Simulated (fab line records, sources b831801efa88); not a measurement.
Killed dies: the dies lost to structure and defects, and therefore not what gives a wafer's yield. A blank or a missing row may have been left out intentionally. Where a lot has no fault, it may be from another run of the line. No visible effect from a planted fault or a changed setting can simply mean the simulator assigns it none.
Matching of chambers / flow sky130 / SKY_FIELD_ISO_ETCH_17 on rie_si-02: 4 sister chambers
The step etches Si in HBr/Cl2/O2, target depth 342 nm, time 97.7 s. 4 wafers are shown with their chamber, then 8 later ones without.

== WAFERS WITH THEIR CHAMBER ==
wafer=L751.2; chamber=3; oes_product_au (a.u.)=1.004
wafer=L756.1; chamber=2; oes_product_au (a.u.)=1.012
wafer=L756.5; chamber=1; oes_product_au (a.u.)=0.992
wafer=L757.1; chamber=0; oes_product_au (a.u.)=0.990

== WAFERS WITH NO CHAMBER GIVEN ==
wafer=L757.3; oes_product_au (a.u.)=0.999
wafer=L757.6; oes_product_au (a.u.)=0.998
wafer=L758.2; oes_product_au (a.u.)=1.005
wafer=L758.4; oes_product_au (a.u.)=1.014
wafer=L758.6; oes_product_au (a.u.)=1.007
wafer=L762.2; oes_product_au (a.u.)=1.006
wafer=L762.4; oes_product_au (a.u.)=0.997
wafer=L762.6; oes_product_au (a.u.)=1.001

== WHICH CHAMBER EACH ONE RAN IN ==
wafer=L757.3; from the rows above=can't be placed: 3 or 1 or 0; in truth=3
wafer=L757.6; from the rows above=can't be placed: 1 or 3 or 0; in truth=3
wafer=L758.2; from the rows above=can't be placed: 3 or 2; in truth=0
wafer=L758.4; from the rows above=2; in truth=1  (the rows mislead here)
wafer=L758.6; from the rows above=can't be placed: 3 or 2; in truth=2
wafer=L762.2; from the rows above=can't be placed: 3 or 2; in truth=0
wafer=L762.4; from the rows above=can't be placed: 1 or 0 or 3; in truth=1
wafer=L762.6; from the rows above=can't be placed: 3 or 1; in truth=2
0 of 8 placed correctly. Can't be placed from these rows: 7 (the true chamber is among the candidates in 4). 1 placed wrongly.
How it was worked out, from the rows above alone: a wafer's distance from a chamber is the root of the sum, over the readings, of the square of ((its reading less the chamber's mean) divided by the reading's scatter). If the next closest chamber is less than 2 further off than the closest, the wafer can't be placed; otherwise it belongs to the closest. Each chamber's mean is taken over the wafers shown for it. The scatter: root of mean squared gap, hidden wafer to nearest shown wafer, with one shown wafer a chamber.
